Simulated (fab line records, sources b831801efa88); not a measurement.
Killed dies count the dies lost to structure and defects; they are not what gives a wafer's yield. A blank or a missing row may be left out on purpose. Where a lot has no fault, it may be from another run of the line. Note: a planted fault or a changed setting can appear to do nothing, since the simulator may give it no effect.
What tool caused it? || flow sky130 || Sampling: 13 lots, 39 wafers, 3 of 708 route steps

## WHAT EACH GAUGE READ, for each wafer
SKY_FIELD_ISO_BOW_MEAS_00.
{"lot": "L800", "measured": "day 1 10:00", "on": "filmMetro-02", "INCOMING_BOW (um)": "-7 -5 2"}
{"lot": "L802", "measured": "day 1 20:00", "on": "filmMetro-03", "INCOMING_BOW (um)": "-10 -4 1"}
{"lot": "L803", "measured": "day 2 01:00", "on": "filmMetro-03", "INCOMING_BOW (um)": "-6 0 4"}
{"lot": "L806", "measured": "day 2 16:01", "on": "filmMetro-03", "INCOMING_BOW (um)": "-13 1 -8"}
{"lot": "L810", "measured": "day 3 12:04", "on": "filmMetro-03", "INCOMING_BOW (um)": "-7 5 -1"}
{"lot": "L814", "measured": "day 4 08:00", "on": "filmMetro-03", "INCOMING_BOW (um)": "2 0 -15"}
{"lot": "L815", "measured": "day 4 13:02", "on": "filmMetro-04", "INCOMING_BOW (um)": "3 5 -4"}
{"lot": "L816", "measured": "day 4 18:00", "on": "filmMetro-04", "INCOMING_BOW (um)": "4 4 4"}
{"lot": "L817", "measured": "day 4 23:02", "on": "filmMetro-02", "INCOMING_BOW (um)": "-2 -5 4"}
{"lot": "L818", "measured": "day 5 04:01", "on": "filmMetro-04", "INCOMING_BOW (um)": "-4 4 -11"}
{"lot": "L819", "measured": "day 5 09:01", "on": "filmMetro-02", "INCOMING_BOW (um)": "-9 -1 0"}
{"lot": "L820", "measured": "day 5 14:00", "on": "filmMetro-03", "INCOMING_BOW (um)": "-4 8 -5"}
{"lot": "L821", "measured": "day 5 19:01", "on": "filmMetro-04", "INCOMING_BOW (um)": "-11 8 -3"}

SKY_GATE_OXIDE_OVL_MEAS_10.
{"lot": "L800", "measured": "day 13 18:11", "on": "overlay-01", "GATE_OXIDE_OVL (nm)": "-0.5 -1.5 -0.2"}
{"lot": "L802", "measured": "day 14 08:20", "on": "overlay-01", "GATE_OXIDE_OVL (nm)": "-3.9 -1.7 -0.8"}
{"lot": "L803", "measured": "day 15 04:05", "on": "overlay-02", "GATE_OXIDE_OVL (nm)": "-0.7 -1.1 -2.2"}
{"lot": "L806", "measured": "day 16 04:53", "on": "overlay-02", "GATE_OXIDE_OVL (nm)": "0.2 -1.7 -0.3"}
{"lot": "L810", "measured": "day 17 08:57", "on": "overlay-01", "GATE_OXIDE_OVL (nm)": "-2.6 -0.3 -1.6"}
{"lot": "L814", "measured": "day 19 11:21", "on": "overlay-01", "GATE_OXIDE_OVL (nm)": "1.3 -1.0 0.5"}
{"lot": "L815", "measured": "day 19 20:41", "on": "overlay-01", "GATE_OXIDE_OVL (nm)": "1.2 1.6 0.4"}
{"lot": "L816", "measured": "day 19 20:23", "on": "overlay-02", "GATE_OXIDE_OVL (nm)": "1.4 1.9 1.6"}
{"lot": "L817", "measured": "day 20 01:57", "on": "overlay-01", "GATE_OXIDE_OVL (nm)": "-2.0 -0.8 -1.6"}
{"lot": "L818", "measured": "day 20 14:04", "on": "overlay-01", "GATE_OXIDE_OVL (nm)": "-3.3 -4.5 -2.4"}
{"lot": "L819", "measured": "day 20 14:22", "on": "overlay-01", "GATE_OXIDE_OVL (nm)": "-1.8 0.3 -0.4"}
{"lot": "L820", "measured": "day 21 14:33", "on": "overlay-01", "GATE_OXIDE_OVL (nm)": "0.9 -0.6 0.0"}
{"lot": "L821", "measured": "day 21 08:45", "on": "overlay-01", "GATE_OXIDE_OVL (nm)": "-0.3 1.0 -0.3"}

## EACH LOT AND THE TOOL THAT RAN IT (in order: tool; ch and the chambers of the sampled wafers; start)
{"lot": "L800", "SKY_VT_ADJUST_HVTP_SOFTBAKE_03": "lithoTrack-04 ch 0, day 5 17:35"}
{"lot": "L802", "SKY_VT_ADJUST_HVTP_SOFTBAKE_03": "lithoTrack-02 ch 0, day 6 05:23"}
{"lot": "L803", "SKY_VT_ADJUST_HVTP_SOFTBAKE_03": "lithoTrack-03 ch 0, day 6 09:34"}
{"lot": "L806", "SKY_VT_ADJUST_HVTP_SOFTBAKE_03": "lithoTrack-02 ch 0, day 7 07:48"}
{"lot": "L810", "SKY_VT_ADJUST_HVTP_SOFTBAKE_03": "lithoTrack-02 ch 0, day 8 05:00"}
{"lot": "L814", "SKY_VT_ADJUST_HVTP_SOFTBAKE_03": "lithoTrack-02 ch 0, day 9 15:23"}
{"lot": "L815", "SKY_VT_ADJUST_HVTP_SOFTBAKE_03": "lithoTrack-03 ch 0, day 9 21:07"}
{"lot": "L816", "SKY_VT_ADJUST_HVTP_SOFTBAKE_03": "lithoTrack-04 ch 0, day 9 21:20"}
{"lot": "L817", "SKY_VT_ADJUST_HVTP_SOFTBAKE_03": "lithoTrack-03 ch 0, day 10 02:25"}
{"lot": "L818", "SKY_VT_ADJUST_HVTP_SOFTBAKE_03": "lithoTrack-04 ch 0, day 10 15:46"}
{"lot": "L819", "SKY_VT_ADJUST_HVTP_SOFTBAKE_03": "lithoTrack-04 ch 0, day 10 19:16"}
{"lot": "L820", "SKY_VT_ADJUST_HVTP_SOFTBAKE_03": "lithoTrack-03 ch 0, day 11 09:22"}
{"lot": "L821", "SKY_VT_ADJUST_HVTP_SOFTBAKE_03": "lithoTrack-03 ch 0, day 11 07:59"}
- SKY_VT_ADJUST_HVTP_SOFTBAKE_03: time 60 s.

## AS READ BY THE TOOLS THEMSELVES (means over the sampled wafers that have a number; for cases with no such wafer, the mark the record gives instead)
SKY_VT_ADJUST_HVTP_SOFTBAKE_03.
{"lot": "L800", "tool": "lithoTrack-04", "heaterPowerTotalW (W)": 56.59, "runLengthS (s)": 89.0}
{"lot": "L802", "tool": "lithoTrack-02", "heaterPowerTotalW (W)": 56.57, "runLengthS (s)": 88.9}
{"lot": "L803", "tool": "lithoTrack-03", "heaterPowerTotalW (W)": 56.62, "runLengthS (s)": 89.5}
{"lot": "L806", "tool": "lithoTrack-02", "heaterPowerTotalW (W)": 56.64, "runLengthS (s)": 88.7}
{"lot": "L810", "tool": "lithoTrack-02", "heaterPowerTotalW (W)": 57.83, "runLengthS (s)": 85.6}
{"lot": "L814", "tool": "lithoTrack-02", "heaterPowerTotalW (W)": 57.85, "runLengthS (s)": 85.5}
{"lot": "L815", "tool": "lithoTrack-03", "heaterPowerTotalW (W)": 56.62, "runLengthS (s)": 89.6}
{"lot": "L816", "tool": "lithoTrack-04", "heaterPowerTotalW (W)": 56.56, "runLengthS (s)": 89.0}
{"lot": "L817", "tool": "lithoTrack-03", "heaterPowerTotalW (W)": 56.63, "runLengthS (s)": 89.5}
{"lot": "L818", "tool": "lithoTrack-04", "heaterPowerTotalW (W)": 56.59, "runLengthS (s)": 89.1}
{"lot": "L819", "tool": "lithoTrack-04", "heaterPowerTotalW (W)": 56.56, "runLengthS (s)": 89.0}
{"lot": "L820", "tool": "lithoTrack-03", "heaterPowerTotalW (W)": 56.62, "runLengthS (s)": 89.6}
{"lot": "L821", "tool": "lithoTrack-03", "heaterPowerTotalW (W)": 56.55, "runLengthS (s)": 89.6}

## THE ANSWER, worked out from the rows above alone
Rule: what is usual is taken from the lots themselves. Put in order of their means at a reading, lots are off if they are a third of the lots or fewer, leave a main group of 4 or more, and stand apart from it by a gap of 3 or more times the standard deviation of the main group's means; of several such gaps the widest counts. A main group whose means are all the same, to the digits that the tables above print for the reading, isn't used. Also off: a lot with no number at a reading for which 4 or more lots have one. Any other lot the step has rows for is counted as sound. After the gauges, taken in route order, come the tools' own readings; for these a lot's mean is taken, as printed above. The first step at which some lot is off is used, and at that step the reading that is off furthest; a lot without a number counts as furthest.
Off: L810, L814 (SKY_VT_ADJUST_HVTP_SOFTBAKE_03, heaterPowerTotalW). Mean 56.60 W and standard deviation 0.031 in the main group.
A tool fits if, at that step or a process step before it, it ran every lot that is off, and no sound lot after the first of them. One fits: SKY_VT_ADJUST_HVTP_SOFTBAKE_03 on lithoTrack-02. Its last sound lot is L806 (day 7 07:48), its first lot that is off L810 (day 8 05:00): a fault that began between those two fits.
The tool's own readings at SKY_VT_ADJUST_HVTP_SOFTBAKE_03 bear it out: on the lots that are off they differ by more than 5 times the standard deviation of the sound lots' means. heaterPowerTotalW reads 57.84 W there against 56.60 W on the sound lots; runLengthS reads 85.5 s there against 89.2 s on the sound lots.

## WHAT HAD BEEN PUT IN BY THE SIMULATOR
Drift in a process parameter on lithoTrack-02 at SKY_VT_ADJUST_HVTP_SOFTBAKE_03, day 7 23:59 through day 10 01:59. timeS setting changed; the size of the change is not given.
Shown lots that were struck: L810, L814. The rule above found the same.
